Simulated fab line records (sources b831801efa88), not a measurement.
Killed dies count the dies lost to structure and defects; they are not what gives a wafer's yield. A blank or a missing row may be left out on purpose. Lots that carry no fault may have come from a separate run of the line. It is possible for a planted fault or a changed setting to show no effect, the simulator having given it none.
fab line records	flow sky130
[record] lots = 6	wafers = 18	last-day = 51
route steps=708 shown SD_P@327 RES_XHIGH@332 SD_N@342 PAD_OPEN@708
lots untouched by any fault: they come from a run of this same line in which no faults occurred
start-h: start of the lot's first displayed wafer, in hours after the record's first day	wait-h: hours from the lot's prior step to this one	" the same as in the row above	L1.1+2: several wafers, shown together as one row	- value missing, or start not given	* or withheld: withheld	< > ~ a bound
route shown NAME@n: names a module that has steps shown in the file, with the first one's number in the route	usual: mean/standard deviation of fault-free wafers	same: alike in all rows	chamber/n: place in a boat	sites: each site's reading	_std_site: the values' standard deviation	_edge_site: the outer-site mean with the inner-site mean subtracted	radius-mm: how far each site lies from the wafer's centre	mask NAME#n: copy n	behind: tool/chamber where the wafer was last shaped	hold: the reason the lot was held/the length of the hold in hours/how it ended	device: whichever transistor did not switch (one of n, p or np)	end of line: the tests these same wafers got at the end of their route	step lacking rows: just its recipe	killed: not the wafer's yield, but the dies lost to structure and defects at the first sort	map: dies across one wafer; x = killed, . = not, _ = none there
set.NAME: the run value of the setting; set.NAME@STEP: its run value at that earlier step	model.NAME: the simulator's own value behind a step, which no gauge read
lots at selected steps of the route; one table per step, one row per wafer
services: from which hour (start-h, from the record's first day; less than 0 if before it) a tool's chamber was out of use, for how many hours, and why
[[steps]]
[step SKY_SD_P_CD_MEAS_07]
[recipe] target-cd-nm = 380
[usual] cd-nm = 380.0/2.5
lot.wafer	tool	chamber	start-h	wait-h	cd-nm
L395.3	cd-sem-01	-	653.23	0.1	379.6
L395.4	"	-	"	"	376.3
L395.5	"	-	"	"	382.0
L399.1	cd-sem-02	-	674.99	0.1	378.8
L399.3	"	-	"	"	380.0
L399.5	"	-	"	"	376.6
L400.1	cd-sem-01	-	685.42	0.1	383.7
L400.4	"	-	"	"	381.3
L400.5	"	-	"	"	385.8
L406.1	cd-sem-01	-	749.24	0.1	377.5
L406.4	"	-	"	"	375.7
L406.5	"	-	"	"	380.4
L408.2	cd-sem-01	-	773.08	0.1	378.4
L408.3	"	-	"	"	377.0
L408.4	"	-	"	"	378.2
L413.2	cd-sem-02	-	791.98	0.1	378.9
L413.3	"	-	"	"	380.5
L413.5	"	-	"	"	382.9
[step SKY_SD_P_OVL_MEAS_08]
[usual] SD_P_OVL = -0.5/1.4
lot.wafer	tool	chamber	start-h	wait-h	SD_P_OVL[nm]
L395.3	overlay-02	-	653.32	0.1	0.9
L395.4	"	-	"	"	0.0
L395.5	"	-	"	"	1.3
L399.1	overlay-02	-	675.11	0.1	-1.8
L399.3	"	-	"	"	0.2
L399.5	"	-	"	"	-2.3
L400.1	overlay-01	-	685.54	0.1	2.1
L400.4	"	-	"	"	1.6
L400.5	"	-	"	"	1.6
L406.1	overlay-02	-	749.36	0.1	-0.4
L406.4	"	-	"	"	-0.3
L406.5	"	-	"	"	-0.4
L408.2	overlay-01	-	773.19	0.1	1.1
L408.3	"	-	"	"	-0.5
L408.4	"	-	"	"	0.3
L413.2	overlay-02	-	792.09	0.1	-1.8
L413.3	"	-	"	"	-1.7
L413.5	"	-	"	"	0.4
[step SKY_SD_P_IMPLANT_09]
[recipe] species = BF2	energy-kev = 20	dose-cm2 = 3e+15	tilt-deg = 0
[step SKY_SD_P_STRIP_10]
[recipe] chemistry = O2/N2	power-w = 1400	pressure-mtorr = 1500	platen-temp-c = withheld	o2-flow-sccm = 3000	n2-flow-sccm = 300	overash-fraction = 0.5
[usual] drypump-motor-current-A = 5.9/0.52	oes-product-au = 0.618/0.0044	strip-time-to-endpoint-s = 17.50/0.039
lot.wafer	tool	chamber	start-h	wait-h	drypump-motor-current-A	oes-product-au	rf-hours-counter-h	strip-time-to-endpoint-s
L395.3	plasma-asher-01	0	653.53	0.1	6.4	0.620	-	17.51
L395.4	"	1	"	"	6.4	0.623	-	17.56
L395.5	"	1	"	"	6.5	0.627	-	17.51
L399.1	plasma-asher-01	0	675.29	0.1	6.4	0.613	57	17.49
L399.3	"	0	"	"	6.4	0.616	-	17.50
L399.5	"	1	"	"	6.5	0.626	-	17.49
L400.1	plasma-asher-02	0	685.73	0.1	5.4	0.619	22	17.49
L400.4	"	0	"	"	5.4	0.621	-	17.59
L400.5	"	0	"	"	5.4	0.619	-	17.49
L406.1	plasma-asher-03	1	749.54	0.1	6.4	0.615	90	17.50
L406.4	"	1	"	"	6.4	0.624	-	17.50
L406.5	"	1	"	"	6.4	0.625	-	17.52
L408.2	plasma-asher-02	1	773.37	0.1	5.4	0.619	32	17.53
L408.3	"	1	"	"	5.4	0.624	-	17.53
L408.4	"	0	"	"	5.4	0.624	-	17.48
L413.2	plasma-asher-03	0	792.27	0.1	5.3	0.615	93	17.46
L413.3	"	1	"	"	6.5	0.616	-	17.55
L413.5	"	1	"	"	6.4	0.613	-	17.52
[step SKY_SD_P_TW_MEAS_11]
[usual] SD_P_TW = 2850/10
lot.wafer	tool	chamber	start-h	wait-h	SD_P_TW
L395.3	film-metro-04	-	653.61	0.1	2855
L395.4	"	-	"	"	2841
L395.5	"	-	"	"	2852
L399.1	film-metro-02	-	675.39	0.1	2851
L399.3	"	-	"	"	2859
L399.5	"	-	"	"	2857
L400.1	film-metro-03	-	685.83	0.1	2865
L400.4	"	-	"	"	2857
L400.5	"	-	"	"	2852
L406.1	film-metro-03	-	749.64	0.1	2863
L406.4	"	-	"	"	2849
L406.5	"	-	"	"	2861
L408.2	film-metro-04	-	773.48	0.1	2861
L408.3	"	-	"	"	2850
L408.4	"	-	"	"	2848
L413.2	film-metro-03	-	792.38	0.1	2830
L413.3	"	-	"	"	2833
L413.5	"	-	"	"	2826
[step SKY_RES_XHIGH_DEHYDRATE_00]
[recipe] temp-c = 200	time-s = 60
[step SKY_RES_XHIGH_HMDS_01]
[recipe] prime-time-s = 60	prime-temp-c = 120
[step SKY_RES_XHIGH_COAT_02]
[recipe] resist = NOVOLAK	spin-rpm = 3000	resist-thk-nm = 1140
[step SKY_RES_XHIGH_SOFTBAKE_03]
[recipe] temp-c = 90	time-s = 60	resist = NOVOLAK
[step SKY_RES_XHIGH_EXPOSE_04]
[recipe] mask-id = URPM	na = 0.6	source-shape = conventional	sigma-outer = 0.6	polarization = unpolarized	target-cd-nm = 1270	dose-mj = 140
[step SKY_RES_XHIGH_PEB_05]
[recipe] temp-c = withheld	time-s = *	resist = NOVOLAK
[step SKY_RES_XHIGH_DEVELOP_06]
[recipe] resist = NOVOLAK	developer = TMAH	develop-time-s = 60	dev-temp-c = 23
[step SKY_RES_XHIGH_IMPLANT_07]
[recipe] species = BF2	energy-kev = 20	dose-cm2 = 3.6e+14	tilt-deg = 0
[usual] dose-ions-cm2 = 3.599e+14/3.6e+11
lot.wafer	tool	chamber	start-h	wait-h	dose-ions-cm2
L395.3	implanter-03	0	683.11	0.1	3.603e+14
L395.4	"	0	"	"	3.596e+14
L395.5	"	0	"	"	3.602e+14
L399.1	implanter-04	0	702.45	0.1	3.526e+14
L399.3	"	0	"	"	3.529e+14
L399.5	"	0	"	"	3.533e+14
L400.1	implanter-04	0	713.72	0.1	3.534e+14
L400.4	"	0	"	"	3.536e+14
L400.5	"	0	"	"	3.529e+14
L406.1	implanter-03	0	777.27	0.1	3.605e+14
L406.4	"	0	"	"	3.603e+14
L406.5	"	0	"	"	3.598e+14
L408.2	implanter-04	0	800.97	0.1	3.6e+14
L408.3	"	0	"	"	3.604e+14
L408.4	"	0	"	"	3.599e+14
L413.2	implanter-03	0	819.04	0.1	3.6e+14
L413.3	"	0	"	"	3.596e+14
L413.5	"	0	"	"	3.6e+14
[step SKY_RES_XHIGH_STRIP_08]
[recipe] chemistry = O2/N2	power-w = 1400	pressure-mtorr = 1500	platen-temp-c = withheld	o2-flow-sccm = 3000	n2-flow-sccm = 300	overash-fraction = 0.5
[usual] drypump-motor-current-A = 5.8/0.44	oes-product-au = 0.711/0.0045	strip-time-to-endpoint-s = 14.28/0.035
lot.wafer	tool	chamber	start-h	wait-h	drypump-motor-current-A	oes-product-au	rf-hours-counter-h	strip-time-to-endpoint-s
L395.3	plasma-asher-01	0	683.25	0.1	6.4	0.713	-	14.31
L395.4	"	1	"	"	6.5	0.709	-	14.32
L395.5	"	1	"	"	6.5	0.714	-	14.35
L399.1	plasma-asher-04	1	702.60	0.1	5.6	0.709	102	14.24
L399.3	"	0	"	"	5.5	0.711	-	14.21
L399.5	"	0	"	"	5.5	0.707	-	14.26
L400.1	plasma-asher-01	1	713.87	0.1	6.5	0.710	61	14.32
L400.4	"	0	"	"	6.4	0.705	-	14.28
L400.5	"	1	"	"	6.5	0.713	-	14.23
L406.1	plasma-asher-02	1	777.42	0.1	5.4	0.715	32	14.26
L406.4	"	0	"	"	5.4	0.714	-	14.22
L406.5	"	1	"	"	5.4	0.701	-	14.29
L408.2	plasma-asher-02	0	801.10	0.1	5.4	0.715	34	14.23
L408.3	"	1	"	"	5.4	0.707	-	14.25
L408.4	"	0	"	"	5.4	0.712	-	14.26
L413.2	plasma-asher-01	0	819.16	0.1	6.4	0.711	72	14.34
L413.3	"	0	"	"	6.4	0.721	-	14.34
L413.5	"	1	"	"	6.5	0.707	-	14.30
[step SKY_RES_XHIGH_TW_MEAS_09]
[usual] RES_XHIGH_TW = 1651/6.7
lot.wafer	tool	chamber	start-h	wait-h	RES_XHIGH_TW
L395.3	film-metro-03	-	683.33	0.1	1652
L395.4	"	-	"	"	1653
L395.5	"	-	"	"	1656
L399.1	film-metro-03	-	702.71	0.1	1642
L399.3	"	-	"	"	1645
L399.5	"	-	"	"	1642
L400.1	film-metro-02	-	713.97	0.1	1630
L400.4	"	-	"	"	1638
L400.5	"	-	"	"	1638
L406.1	film-metro-02	-	777.52	0.1	1657
L406.4	"	-	"	"	1649
L406.5	"	-	"	"	1640
L408.2	film-metro-04	-	801.21	0.1	1642
L408.3	"	-	"	"	1643
L408.4	"	-	"	"	1641
L413.2	film-metro-02	-	819.27	0.1	1657
L413.3	"	-	"	"	1654
L413.5	"	-	"	"	1657
[step SKY_SD_N_DEHYDRATE_00]
[recipe] temp-c = 200	time-s = 60
[step SKY_SD_N_HMDS_01]
[recipe] prime-time-s = 60	prime-temp-c = 120
[step SKY_SD_N_COAT_02]
[recipe] resist = NOVOLAK	spin-rpm = 3000	resist-thk-nm = 1140
[step SKY_SD_N_SOFTBAKE_03]
[recipe] temp-c = 90	time-s = 60	resist = NOVOLAK
[step SKY_SD_N_EXPOSE_04]
[recipe] mask-id = NSDM	na = 0.6	source-shape = conventional	sigma-outer = 0.6	polarization = unpolarized	target-cd-nm = 380	dose-mj = 141
[step SKY_SD_N_PEB_05]
[recipe] temp-c = withheld	time-s = *	resist = NOVOLAK
[step SKY_SD_N_DEVELOP_06]
[recipe] resist = NOVOLAK	developer = TMAH	develop-time-s = 60	dev-temp-c = 23
[step SKY_SD_N_CD_MEAS_07]
[recipe] target-cd-nm = 380
[usual] cd-nm = 379.9/2.6
lot.wafer	tool	chamber	start-h	wait-h	cd-nm
L395.3	cd-sem-02	-	711.08	0.1	375.1
L395.4	"	-	"	"	381.7
L395.5	"	-	"	"	380.3
L399.1	cd-sem-01	-	730.39	0.2	380.2
L399.3	"	-	"	"	377.5
L399.5	"	-	"	"	380.2
L400.1	cd-sem-02	-	741.44	0.1	376.9
L400.4	"	-	"	"	378.0
L400.5	"	-	"	"	378.4
L406.1	cd-sem-01	-	804.74	0.1	382.8
L406.4	"	-	"	"	380.5
L406.5	"	-	"	"	381.6
L408.2	cd-sem-02	-	827.47	0.1	376.9
L408.3	"	-	"	"	380.6
L408.4	"	-	"	"	378.7
L413.2	cd-sem-01	-	844.87	0.1	379.2
L413.3	"	-	"	"	379.7
L413.5	"	-	"	"	381.1
[step SKY_SD_N_OVL_MEAS_08]
[usual] SD_N_OVL = -1.0/1.4
lot.wafer	tool	chamber	start-h	wait-h	SD_N_OVL[nm]
L395.3	overlay-01	-	711.17	0.1	-2.5
L395.4	"	-	"	"	-0.7
L395.5	"	-	"	"	-1.6
L399.1	overlay-01	-	730.51	0.1	-1.0
L399.3	"	-	"	"	-0.3
L399.5	"	-	"	"	-2.1
L400.1	overlay-01	-	741.56	0.1	0.4
L400.4	"	-	"	"	-0.6
L400.5	"	-	"	"	1.0
L406.1	overlay-01	-	804.86	0.1	-0.9
L406.4	"	-	"	"	-1.3
L406.5	"	-	"	"	-0.8
L408.2	overlay-01	-	827.57	0.1	-0.1
L408.3	"	-	"	"	0.8
L408.4	"	-	"	"	-1.2
L413.2	overlay-01	-	844.97	0.1	-2.0
L413.3	"	-	"	"	-3.3
L413.5	"	-	"	"	-3.2
[step SKY_SD_N_IMPLANT_09]
[recipe] species = As	energy-kev = 50	dose-cm2 = 4e+15	tilt-deg = 0
[step SKY_SD_N_IMPLANT_10]
[recipe] species = P	energy-kev = 20	dose-cm2 = 1e+14	tilt-deg = 0
[step SKY_SD_N_STRIP_11]
[recipe] chemistry = O2/N2	power-w = 1400	pressure-mtorr = 1500	platen-temp-c = withheld	o2-flow-sccm = 3000	n2-flow-sccm = 300	overash-fraction = 0.5
[usual] drypump-motor-current-A = 6.0/0.47	oes-product-au = 0.527/0.0046	strip-time-to-endpoint-s = 22.55/0.038
lot.wafer	tool	chamber	start-h	wait-h	drypump-motor-current-A	oes-product-au	rf-hours-counter-h	strip-time-to-endpoint-s
L395.3	plasma-asher-01	1	711.53	0.1	6.5	0.530	-	22.62
L395.4	"	0	"	"	6.4	0.526	-	22.62
L395.5	"	0	"	"	6.4	0.524	-	22.59
L399.1	plasma-asher-01	1	730.85	0.1	6.5	0.536	63	22.56
L399.3	"	0	"	"	6.4	0.530	-	22.56
L399.5	"	0	"	"	6.4	0.525	-	22.55
L400.1	plasma-asher-01	1	741.89	0.1	6.5	0.522	64	22.53
L400.4	"	1	"	"	6.5	0.534	-	22.55
L400.5	"	0	"	"	6.4	0.534	-	22.52
L406.1	plasma-asher-01	0	805.19	0.1	6.4	0.535	70	22.53
L406.4	"	1	"	"	6.5	0.527	-	22.56
L406.5	"	0	"	"	6.4	0.530	-	22.54
L408.2	plasma-asher-03	1	827.90	0.1	6.5	0.522	96	22.54
L408.3	"	0	"	"	5.3	0.523	-	22.57
L408.4	"	1	"	"	6.4	0.521	-	22.49
L413.2	plasma-asher-01	1	845.30	0.1	6.5	0.524	74	22.60
L413.3	"	1	"	"	6.5	0.527	-	22.57
L413.5	"	0	"	"	6.4	0.528	-	22.50
[step SKY_SD_N_TW_MEAS_12]
[usual] SD_N_TW = 4016/16
lot.wafer	tool	chamber	start-h	wait-h	SD_N_TW
L395.3	film-metro-02	-	711.62	0.1	4016
L395.4	"	-	"	"	4019
L395.5	"	-	"	"	4011
L399.1	film-metro-02	-	730.95	0.1	4014
L399.3	"	-	"	"	4013
L399.5	"	-	"	"	4027
L400.1	film-metro-04	-	741.99	0.1	4028
L400.4	"	-	"	"	4002
L400.5	"	-	"	"	4022
L406.1	film-metro-04	-	805.29	0.1	4018
L406.4	"	-	"	"	4020
L406.5	"	-	"	"	4016
L408.2	film-metro-04	-	828.01	0.1	4026
L408.3	"	-	"	"	4010
L408.4	"	-	"	"	4018
L413.2	film-metro-03	-	845.41	0.1	4037
L413.3	"	-	"	"	4035
L413.5	"	-	"	"	4032
[step SKY_SD_N_CLEAN_13]
[recipe] chemistry = SC1/SC2	mix = 1:4:20	temp-c = 70	time-s = 150	dry = n2-spin
[step SKY_SD_N_RTA_14]
[recipe] temp-c = 1075	time-s = 2	idle-temp-c = 650	ramp-up-c-per-s = 150	ramp-down-c-per-s = 90	ambient = N2
[usual] chamber-o2-ppm = 2.000/0.026	lamp-power-pct = 15.74/0.058	wafer_temp_C_max = 1078.0/1.2
lot.wafer	tool	chamber	start-h	wait-h	chamber-o2-ppm	lamp-power-pct	wafer_temp_C_max
L395.3	rtp-anneal-02	0	711.73	0.0	1.998	15.81	1081.6
L395.4	"	0	"	"	1.966	15.84	1076.6
L395.5	"	0	"	"	1.970	15.82	1076.4
L399.1	rtp-anneal-01	0	731.06	0.0	1.989	15.74	1077.6
L399.3	"	0	"	"	2.013	15.69	1078.4
L399.5	"	0	"	"	2.035	15.73	1079.1
L400.1	rtp-anneal-02	0	742.10	0.0	2.003	15.68	1077.7
L400.4	"	0	"	"	2.005	15.70	1076.6
L400.5	"	0	"	"	1.942	15.73	1078.1
L406.1	rtp-anneal-01	0	805.40	0.0	1.983	15.71	1077.9
L406.4	"	0	"	"	2.037	15.87	1077.1
L406.5	"	0	"	"	2.044	15.73	1078.2
L408.2	rtp-anneal-01	0	828.12	0.0	2.038	15.79	1079.1
L408.3	"	0	"	"	2.020	15.79	1078.9
L408.4	"	0	"	"	1.993	15.76	1077.3
L413.2	rtp-anneal-01	0	845.52	0.0	1.973	15.78	1077.6
L413.3	"	0	"	"	1.999	15.71	1076.4
L413.5	"	0	"	"	1.967	15.70	1077.5
[step SKY_SD_N_RS_MEAS_16]
[recipe] thk-meas-gauge = four-point-probe
[usual] SD_N_RS = 68.56/0.11
lot.wafer	tool	chamber	start-h	wait-h	SD_N_RS[ohm/sq]
L395.3	film-metro-04	-	711.92	0.1	68.63
L395.4	"	-	"	"	68.60
L395.5	"	-	"	"	68.73
L399.1	film-metro-04	-	731.24	0.1	68.28
L399.3	"	-	"	"	68.49
L399.5	"	-	"	"	68.38
L400.1	film-metro-04	-	742.28	0.1	68.61
L400.4	"	-	"	"	68.66
L400.5	"	-	"	"	68.63
L406.1	film-metro-04	-	805.58	0.1	68.47
L406.4	"	-	"	"	68.66
L406.5	"	-	"	"	68.49
L408.2	film-metro-02	-	828.31	0.1	68.48
L408.3	"	-	"	"	68.41
L408.4	"	-	"	"	68.67
L413.2	film-metro-04	-	845.71	0.1	68.55
L413.3	"	-	"	"	68.62
L413.5	"	-	"	"	68.66
[step SKY_SD_N_RS_MEAS_17]
[recipe] thk-meas-gauge = four-point-probe
[usual] SD_P_RS = 147.0/0.41
lot.wafer	tool	chamber	start-h	wait-h	SD_P_RS[ohm/sq]
L395.3	film-metro-04	-	712.04	0.1	146.9
L395.4	"	-	"	"	147.2
L395.5	"	-	"	"	147.2
L399.1	film-metro-04	-	731.36	0.1	146.4
L399.3	"	-	"	"	146.6
L399.5	"	-	"	"	146.7
L400.1	film-metro-04	-	742.40	0.1	147.1
L400.4	"	-	"	"	147.1
L400.5	"	-	"	"	146.7
L406.1	film-metro-04	-	805.70	0.1	146.9
L406.4	"	-	"	"	146.9
L406.5	"	-	"	"	147.2
L408.2	film-metro-02	-	828.43	0.1	146.4
L408.3	"	-	"	"	146.0
L408.4	"	-	"	"	147.0
L413.2	film-metro-04	-	845.83	0.1	146.7
L413.3	"	-	"	"	147.5
L413.5	"	-	"	"	147.2
[step SKY_SD_N_RS_MEAS_18]
[recipe] thk-meas-gauge = four-point-probe
[usual] RES_XHIGH_RS = 333.2/1.2
lot.wafer	tool	chamber	start-h	wait-h	hold	RES_XHIGH_RS[ohm/sq]
L395.3	film-metro-04	-	712.16	0.1	-	333.2
L395.4	"	-	"	"	-	333.3
L395.5	"	-	"	"	-	333.3
L399.1	film-metro-04	-	731.48	0.1	await-dispo/0.2h/release	340.5
L399.3	"	-	"	"	await-dispo/0.2h/release	340.9
L399.5	"	-	"	"	await-dispo/0.2h/release	339.9
L399.1	film-metro-04	-	731.76	0.3	-	340.8
L399.3	"	-	"	"	-	340.3
L399.5	"	-	"	"	-	339.8
L400.1	film-metro-04	-	742.52	0.1	await-dispo/0.2h/release	339.9
L400.4	"	-	"	"	await-dispo/0.2h/release	338.3
L400.5	"	-	"	"	await-dispo/0.2h/release	339.5
L400.1	film-metro-04	-	742.80	0.3	-	339.5
L400.4	"	-	"	"	-	338.5
L400.5	"	-	"	"	-	338.2
L406.1	film-metro-04	-	805.82	0.1	-	334.7
L406.4	"	-	"	"	-	333.6
L406.5	"	-	"	"	-	334.1
L408.2	film-metro-02	-	828.55	0.1	-	334.4
L408.3	"	-	"	"	-	334.3
L408.4	"	-	"	"	-	334.8
L413.2	film-metro-04	-	845.95	0.1	-	333.0
L413.3	"	-	"	"	-	332.9
L413.5	"	-	"	"	-	333.0
[step SKY_PAD_OPEN_PROBE_99]
[usual] killed_at_M0_to_M3 = 43/6.6	killed_at_M4_up = 3.1/1.9	killed-at-contacts = 24/5.2	killed-at-front-end = 16/4.5	killed-at-other = 0.4/0.62	killed-dies = 87/9	killed-open = 48/7	killed-short = 39/6.2
[same] gross-dies = 492	killed-at-back-side = 0
lot.wafer	tool	chamber	start-h	wait-h	killed_at_M0_to_M3	killed_at_M4_up	killed-at-contacts	killed-at-front-end	killed-at-other	killed-dies	killed-open	killed-short	model.etest.res-xhigh-po.rs-ohm-sq
L395.3	prober-01	-	1129.44	0.2	49	3	32	14	0	98	58	40	2173
L395.4	prober-01	-	1129.49	0.2	42	1	36	10	0	89	51	38	2094
L395.5	prober-01	-	1129.54	0.2	47	2	22	21	1	93	50	43	2109
L399.1	prober-02	-	1146.52	0.1	49	2	22	16	1	90	42	47	2225
L399.3	prober-02	-	1146.62	0.2	52	3	28	16	1	100	52	48	2133
L399.5	prober-02	-	1146.72	0.2	41	2	19	19	0	81	44	37	2151
L400.1	prober-01	-	1150.65	0.1	43	2	25	24	0	94	53	41	2218
L400.4	prober-01	-	1150.80	0.2	47	7	19	13	0	86	45	41	2099
L400.5	prober-01	-	1150.85	0.2	36	4	31	18	0	89	57	32	2098
L406.1	prober-01	-	1196.56	0.1	39	0	19	17	0	75	47	27	1955
L406.4	prober-01	-	1196.71	0.2	41	3	27	19	0	90	51	39	2006
L406.5	prober-01	-	1196.76	0.2	42	2	35	10	0	89	49	40	2017
L408.2	prober-01	-	1207.18	0.1	31	4	18	12	1	66	35	31	2002
L408.3	prober-01	-	1207.23	0.2	37	1	11	14	0	63	37	24	1959
L408.4	prober-01	-	1207.28	0.2	54	6	20	10	0	90	41	48	1906
L413.2	prober-01	-	1219.16	0.1	38	2	18	18	0	76	44	31	2045
L413.3	prober-01	-	1219.21	0.2	53	3	27	18	0	101	52	49	2024
L413.5	prober-01	-	1219.31	0.2	41	6	19	18	0	84	37	47	2016
// killed by level:class
L395.3 CONTACT:geometric-particle:open=14 VIA1:geometric-particle:open=9 LI_CONTACT:geometric-particle:open=8 VIA2:geometric-particle:open=8 VIA1:geometric-particle:short=7 FIELD_ISO:geometric-particle:short=5 VIA3:geometric-particle:open=5 LOCAL_INTERCONNECT:geometric-particle:short=5
L395.4 LI_CONTACT:geometric-particle:open=12 CONTACT:geometric-particle:open=8 VIA1:geometric-particle:open=8 LOCAL_INTERCONNECT:geometric-particle:open=6 CONTACT:geometric-particle:short=6 VIA2:geometric-particle:short=6 METAL1:geometric-particle:short=5 VIA1:geometric-particle:short=5
L395.5 VIA1:geometric-particle:open=11 VIA2:geometric-particle:open=10 LI_CONTACT:geometric-particle:open=7 CONTACT:geometric-particle:open=6 VIA1:geometric-particle:short=6 FIELD_ISO:geometric-particle:short=5 POLY_GATE:geometric-particle:open=4 CONTACT:geometric-particle:short=4
L399.1 VIA2:geometric-particle:open=11 CONTACT:geometric-particle:open=10 VIA1:geometric-particle:short=8 VIA1:geometric-particle:open=7 FIELD_ISO:geometric-particle:short=6 VIA2:geometric-particle:short=5 CONTACT:geometric-particle:short=5 POLY_GATE:geometric-particle:short=5
L399.3 VIA3:geometric-particle:open=11 CONTACT:geometric-particle:open=10 LI_CONTACT:geometric-particle:open=9 VIA1:geometric-particle:short=8 METAL2:geometric-particle:short=8 VIA2:geometric-particle:open=7 VIA1:geometric-particle:open=6 FIELD_ISO:geometric-particle:short=5
L399.5 CONTACT:geometric-particle:open=11 VIA3:geometric-particle:open=10 VIA1:geometric-particle:short=9 POLY_GATE:geometric-particle:short=7 VIA2:geometric-particle:open=7 FIELD_ISO:geometric-particle:short=6 VIA1:geometric-particle:open=6 METAL3:geometric-particle:short=4
L400.1 CONTACT:geometric-particle:open=12 VIA1:geometric-particle:open=10 POLY_GATE:geometric-particle:open=9 CONTACT:geometric-particle:short=6 VIA2:geometric-particle:open=6 VIA2:geometric-particle:short=5 VIA3:geometric-particle:open=5 METAL2:geometric-particle:short=5
L400.4 VIA1:geometric-particle:open=12 CONTACT:geometric-particle:open=8 VIA1:geometric-particle:short=6 LI_CONTACT:geometric-particle:open=5 VIA3:geometric-particle:open=5 VIA3:geometric-particle:short=5 FIELD_ISO:geometric-particle:short=4 METAL4:geometric-particle:short=4
L400.5 CONTACT:geometric-particle:open=13 VIA2:geometric-particle:open=12 LI_CONTACT:geometric-particle:open=8 FIELD_ISO:geometric-particle:open=6 VIA3:geometric-particle:open=5 METAL1:geometric-particle:short=5 POLY_GATE:geometric-particle:open=4 CONTACT:geometric-particle:short=4
L406.1 VIA1:geometric-particle:open=14 CONTACT:geometric-particle:open=9 VIA3:geometric-particle:open=6 POLY_GATE:geometric-particle:open=5 LI_CONTACT:geometric-particle:open=5 METAL1:geometric-particle:short=5 SPACER:geometric-particle:short=3 VIA2:geometric-particle:open=3
L406.4 VIA1:geometric-particle:open=12 CONTACT:geometric-particle:open=10 VIA1:geometric-particle:short=8 FIELD_ISO:geometric-particle:open=7 VIA3:geometric-particle:open=7 FIELD_ISO:geometric-particle:short=6 LI_CONTACT:geometric-particle:open=6 LOCAL_INTERCONNECT:geometric-particle:short=5
L406.5 VIA1:geometric-particle:open=15 CONTACT:geometric-particle:open=12 LOCAL_INTERCONNECT:geometric-particle:short=9 METAL1:geometric-particle:short=8 LI_CONTACT:geometric-particle:open=6 VIA3:geometric-particle:open=5 CONTACT:geometric-particle:short=4 VIA2:geometric-particle:open=4
L408.2 VIA1:geometric-particle:open=8 VIA2:geometric-particle:open=7 CONTACT:geometric-particle:open=6 METAL2:geometric-particle:short=5 LI_CONTACT:geometric-particle:open=4 POLY_GATE:geometric-particle:short=3 LOCAL_INTERCONNECT:geometric-particle:short=3 VIA1:geometric-particle:short=3
L408.3 VIA1:geometric-particle:open=8 VIA1:geometric-particle:short=6 VIA3:geometric-particle:open=6 VIA2:geometric-particle:open=5 POLY_GATE:geometric-particle:short=4 LI_CONTACT:geometric-particle:open=4 CONTACT:geometric-particle:open=4 METAL2:geometric-particle:short=4
L408.4 METAL2:geometric-particle:short=11 LI_CONTACT:geometric-particle:open=7 CONTACT:geometric-particle:open=7 VIA1:geometric-particle:short=7 VIA1:geometric-particle:open=7 VIA2:geometric-particle:open=6 METAL4:geometric-particle:short=5 METAL3:geometric-particle:short=5
L413.2 VIA1:geometric-particle:open=11 LI_CONTACT:geometric-particle:open=9 VIA2:geometric-particle:open=8 FIELD_ISO:geometric-particle:short=5 POLY_GATE:geometric-particle:short=5 METAL2:geometric-particle:short=4 VIA1:geometric-particle:short=4 LOCAL_INTERCONNECT:geometric-particle:short=3
L413.3 CONTACT:geometric-particle:open=10 METAL2:geometric-particle:short=9 VIA1:geometric-particle:open=8 VIA3:geometric-particle:open=8 VIA3:geometric-particle:short=7 LI_CONTACT:geometric-particle:open=5 METAL1:geometric-particle:short=5 VIA2:geometric-particle:open=5
L413.5 CONTACT:geometric-particle:open=8 VIA2:geometric-particle:open=7 VIA1:geometric-particle:open=6 CONTACT:geometric-particle:short=6 METAL1:geometric-particle:short=6 VIA3:geometric-particle:open=6 POLY_GATE:geometric-particle:short=5 POLY_GATE:geometric-particle:open=5
[[services]]
tool	chamber	start-h	hours	kind
plasma-asher-01	-	638.94	0.8	repair
plasma-asher-02	-	655.33	14.6	pm
plasma-asher-04	-	710.14	1.0	repair
rtp-anneal-01	-	713.62	8.9	pm
implanter-04	-	733.24	5.0	pm
plasma-asher-04	-	733.75	9.0	pm
plasma-asher-04	0	733.75	9.0	vent-cycle
plasma-asher-04	1	733.75	9.0	vent-cycle
plasma-asher-04	0	742.75	-	clean
plasma-asher-04	1	742.75	-	clean
plasma-asher-03	-	762.55	14.6	pm
plasma-asher-01	-	769.49	1.9	repair
rtp-anneal-02	-	776.54	4.3	pm
plasma-asher-01	-	785.53	2.8	pm
implanter-03	-	792.93	2.3	repair
implanter-04	-	817.35	5.9	repair
implanter-03	-	845.54	3.8	repair
[[key]]
[first-sign] step = SKY_RES_XHIGH_IMPLANT_07	reading = dose-ions-cm2	direction = down	sigmas = 19	usual = *	struck = *
[effect] step = SKY_RES_XHIGH_TW_MEAS_09	reading = RES_XHIGH_TW	direction = down	sigmas = 1.8	usual = 1651	struck = 1639
[effect] step = SKY_SD_N_RS_MEAS_18	reading = visit	direction = added
[effect] step = SKY_SD_N_RS_MEAS_18	reading = RES_XHIGH_RS	direction = up	sigmas = 5.6	usual = 333.2	struck = 339.9
[model-effect] step = SKY_PAD_OPEN_PROBE_99	value = etest.res-xhigh-po.rs-ohm-sq	without = 2074	struck = 2154
met-at SKY_RES_XHIGH_IMPLANT_07
struck-wafers L399.1,L399.3,L399.5,L400.1,L400.4,L400.5
tester-left-out L399,L400
[fault] kind = process-parameter-drift	tool = implanter-04	chamber = -	onset-h = 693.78	steps = SKY_RES_XHIGH_IMPLANT_07	channel = dose-cm2	offset = *	shape = step	end-h = 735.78	acts-in = *	stated = *
// tester-left-out: of these lots the tester's yield and bins aren't shown, on N5 and GAA mostly nor the transistor test; their killed dies are dies lost to structure and defects alone, not to doping, threshold or leakage, so they don't give the yield
